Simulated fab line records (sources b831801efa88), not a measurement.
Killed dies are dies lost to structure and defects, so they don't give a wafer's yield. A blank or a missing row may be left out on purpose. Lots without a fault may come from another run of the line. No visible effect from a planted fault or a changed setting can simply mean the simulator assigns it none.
A lot that was struck, set against a sound lot -- flow gf180mcu -- 20 out of 602 route steps
Sound: wafers L626.2, L626.5, L626.6. Wafers L638.1, L638.2, L638.5 were the ones struck. The cause is named last.
Each step with rows lists, per side, the tool, then ch with its chambers, then its first start. Under that, the readings that differ: sound wafers -- struck wafers -- difference of the means -- sigmas: that difference in standard deviations of wafers without a fault.
alike: readings with means less than 2 such deviations apart, plus words and numbers identical on both sides. not compared: withheld readings, readings lacking a value on some wafer, bounds such as >300 that could conceal the same value, and numbers that have no deviation in the record and whose values overlap.
The two part at a step that has a row with sigmas, a row that says differs or no value, or rows on one side only. Numbers that have no deviation but don't overlap get no sigmas and don't part them. Lack of a reading on every wafer of one side parts them only where that side has two or more wafers.

first, 1 step without rows for these wafers: GF_V3_CVD_00 (deposits SiO2, target thk 600 nm, time 100 s).
GF_V3_THK_MEAS_01:
  struck on filmMetro-02, day 26 12:56; sound on filmMetro-01, day 22 08:40
  alike: V3_CVD_00_THK
GF_V3_CVD_02: deposits SiO2 from TEOS, target thk 850 nm, time 94.851 s.
  sound on pecvd-03 ch 0,1, day 22 08:43; struck on pecvd-02 ch 0,2, day 26 12:59
  alike: heaterPowerW
GF_V3_THK_MEAS_03:
  struck on filmMetro-01, day 26 13:03; sound on filmMetro-02, day 22 08:47
  alike: V3_CVD_02_THK
GF_V3_CMP_04: polishes SiO2.
  sound on cmp-01 ch 1,2, day 22 08:50; struck on cmp-01 ch 0,1,3, day 26 13:13
  alike: motorCurrentA, timeToEndpointS
GF_V3_BOW_MEAS_05:
  struck on filmMetro-01, day 26 13:25; sound on filmMetro-02, day 22 09:10
  alike: V3_BOW
then, 6 steps without rows for these wafers: GF_V3_DEHYDRATE_06 (time 60 s); GF_V3_HMDS_07 (prime time 60 s); GF_V3_COAT_08; GF_V3_COAT_09 (resist thk 1000 nm); GF_V3_SOFTBAKE_10 (time 60 s); GF_V3_EXPOSE_11 (exposes mask Via3, target cd 260 nm).
GF_V3_PEB_12: peb time 90 s.
  sound on lithoTrack-03 ch 0, day 23 07:38; struck on lithoTrack-02 ch 0, day 27 09:30
reading,sound,struck,difference,sigmas
heaterPowerTotalW (W),85.79 85.82 85.74,90.09 90.11 90.05,+4.30,+55
then, 1 step without rows for these wafers: GF_V3_DEVELOP_13 (develop time 60 s).
GF_V3_CD_MEAS_14 targets a cd of 260 nm.
  struck on cdSem-01, day 27 09:51; sound on cdSem-01, day 23 07:59
reading,sound,struck,difference,sigmas
cdNm (nm),261.2 259.2 261.6,256.0 256.4 256.1,-4.5,-3
GF_V3_OVL_MEAS_15:
  struck on overlay-02, day 27 09:58; sound on overlay-02, day 23 08:05
  alike: V3_OVL
GF_V3_ETCH_16: etches BARC in N2/H2.
  sound on rieDiel-01 ch 0,2,3, day 23 08:07; struck on rieDiel-02 ch 0,1,3, day 27 10:01
reading,sound,struck,difference,sigmas
model.V3.cdNm (nm),260.5 260.2 262.5,256 255.8 255.5,-5,
  alike: drypumpMotorCurrentA, h2FlowSccm, oesProductAu, throttleValvePct
GF_V3_ETCH_17: etches SiO2 in C4F8/O2/Ar, stops on TiN, target depth 635 nm.
  sound: rieDiel-01 ch 0,2,3; struck: rieDiel-02 ch 0,1,3
reading,sound,struck,difference,sigmas
model.V3.cdNm (nm),260.3 260.7 262.8,255.6 256.1 256.2,-5.3,
  alike: oesProductAu
GF_V3_STRIP_18: strips in O2/N2.
  sound on plasmaAsher-03 ch 0,1, day 23 08:15; struck on plasmaAsher-04 ch 0,1, day 27 10:08
  alike: drypumpMotorCurrentA, heaterPowerW, oesProductAu
  not compared: rfHoursCounterH
following that, these wafers have no rows for 1 step: GF_PASSIVATION_PROBE_99.

## WHERE THEY PART
First at GF_V3_PEB_12; last, within this record, at GF_V3_CD_MEAS_14. Later steps at which nothing parts them and some readings are alike: GF_V3_OVL_MEAS_15, GF_V3_ETCH_16, GF_V3_ETCH_17, GF_V3_STRIP_18.

WHY: the cause the simulator had injected
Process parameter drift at GF_V3_PEB_12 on lithoTrack-02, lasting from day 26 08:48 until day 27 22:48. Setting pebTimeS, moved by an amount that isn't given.
